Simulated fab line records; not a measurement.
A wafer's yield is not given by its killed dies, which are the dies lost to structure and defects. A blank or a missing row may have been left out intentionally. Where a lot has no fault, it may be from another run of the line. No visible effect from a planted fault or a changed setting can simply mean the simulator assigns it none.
Check for tools in common ; flow gf180mcu ; Lots sampled 12, wafers sampled 36

REASON IT WAS OPENED
Of 12 lots, 3 have the reading PASSIVATION_CVD_00_THK flagged at GF_PASSIVATION_THK_MEAS_01. No-fault wafers: 1004 nm, standard deviation 17.
Rule: flag the lot when none of its wafers has a number, or when each of its wafers that has one lies beyond 4 standard deviations from that mean. The other lots count as sound.

lot;measured;on;PASSIVATION_CVD_00_THK (nm), wafer by wafer;flag
L802;day 28 00:37;film_metro-03;1024 1014 1018;
L803;day 28 06:26;film_metro-03;995 1023 1021;
L810;day 30 16:59;film_metro-02;992 1012 1029;
L809;day 30 19:55;film_metro-03;1016 978 1026;
L811;day 31 00:47;film_metro-03;994 1011 1007;
L813;day 31 09:40;film_metro-04;996 964 1023;
L815;day 31 22:25;film_metro-02;1102 1124 1115;FLAGGED
L818;day 32 17:34;film_metro-02;1099 1119 1123;FLAGGED
L820;day 33 04:03;film_metro-03;1120 1107 1127;FLAGGED
L819;day 33 05:56;film_metro-04;961 980 1021;
L824;day 34 04:04;film_metro-02;1009 1011 1023;
L825;day 34 11:25;film_metro-02;1009 1030 1012;
Average over the flagged lots: 1115 nm; offset from the usual +111 nm, equal to +7 standard deviations.

TOOL THAT RAN EACH LOT
Before the reading, the record contains 2 process steps out of a 602-step route. Each cell gives the tool, then ch followed by the chambers the sampled wafers passed through, then the start.
lot;flag;GF_TOP_METAL_METAL_ETCH_16;GF_PASSIVATION_CVD_00
L802;;rie_metal-02 ch 0,1, day 27 23:49;pecvd-01 ch 1,2, day 28 00:31
L803;;rie_metal-04 ch 1, day 28 05:29;pecvd-02 ch 0,1,2, day 28 06:21
L810;;rie_metal-03 ch 0,1, day 30 16:13;pecvd-02 ch 0,1,2, day 30 16:53
L809;;rie_metal-02 ch 0,1, day 30 19:07;pecvd-01 ch 0,1,2, day 30 19:50
L811;;rie_metal-04 ch 0,1, day 30 23:58;pecvd-02 ch 0,1,2, day 31 00:41
L813;;rie_metal-02 ch 0,1, day 31 08:52;pecvd-03 ch 1,2, day 31 09:35
L815;FLAGGED;rie_metal-04 ch 0,1, day 31 21:40;pecvd-02 ch 0,1,2, day 31 22:19
L818;FLAGGED;rie_metal-03 ch 0,1, day 32 16:46;pecvd-02 ch 0,1,2, day 32 17:28
L820;FLAGGED;rie_metal-02 ch 0,1, day 33 03:14;pecvd-02 ch 0,1,2, day 33 03:58
L819;;rie_metal-04 ch 0,1, day 33 05:07;pecvd-03 ch 0,1,2, day 33 05:50
L824;;rie_metal-03 ch 0,1, day 34 03:13;pecvd-03 ch 0,1, day 34 03:59
L825;;rie_metal-04 ch 0,1, day 34 10:34;pecvd-01 ch 1,2, day 34 11:19
What is done by these steps:
- GF_TOP_METAL_METAL_ETCH_16: etches the open film in Cl2/BCl3, stops on SiO2, target depth 1197 nm, time 199.5 s.
- GF_PASSIVATION_CVD_00: deposits SiO2 from TEOS, target thk 1000 nm, time 111.95 s.
- GF_PASSIVATION_THK_MEAS_01

FLAGGED AGAINST TOTAL, ONE TOOL AT A TIME (gauges that did the reading follow at the end)
step;tool;lots run;flagged;share of the flagged lots;sound lots run after its first flagged lot
GF_TOP_METAL_METAL_ETCH_16;rie_metal-02;4;1;some;0
GF_TOP_METAL_METAL_ETCH_16;rie_metal-03;3;1;some;1 (L824)
GF_TOP_METAL_METAL_ETCH_16;rie_metal-04;5;1;some;2 (L819,L825)
GF_PASSIVATION_CVD_00;pecvd-01;3;0;none;-
GF_PASSIVATION_CVD_00;pecvd-02;6;3;all;0
GF_PASSIVATION_CVD_00;pecvd-03;3;0;none;-
GF_PASSIVATION_THK_MEAS_01;film_metro-02;5;2;some;2 (L824,L825)
GF_PASSIVATION_THK_MEAS_01;film_metro-03;5;1;some;0
GF_PASSIVATION_THK_MEAS_01;film_metro-04;2;0;none;-

WHAT IS ALLOWED BY THE TABLE
In the table, 1 row covers all flagged lots: pecvd-02 at GF_PASSIVATION_CVD_00.
- pecvd-02 at GF_PASSIVATION_CVD_00 ran 6 lots, 3 of them flagged. It ran its last sound lot, L811, at day 31 00:41 and its first flagged lot, L815, at day 31 22:19: a fault with its onset between the two fits. Its own readings (rf_fwd_power_W) fall more than 4 standard deviations out on all wafers of the flagged lots.
One tool is left: pecvd-02 at GF_PASSIVATION_CVD_00.

WHAT THE SIMULATOR PUT IN
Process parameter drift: pecvd-02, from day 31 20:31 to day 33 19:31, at GF_PASSIVATION_CVD_00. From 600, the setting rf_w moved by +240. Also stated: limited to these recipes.
Shown lots that were struck: L815, L818, L820. Same finding as the rule above.
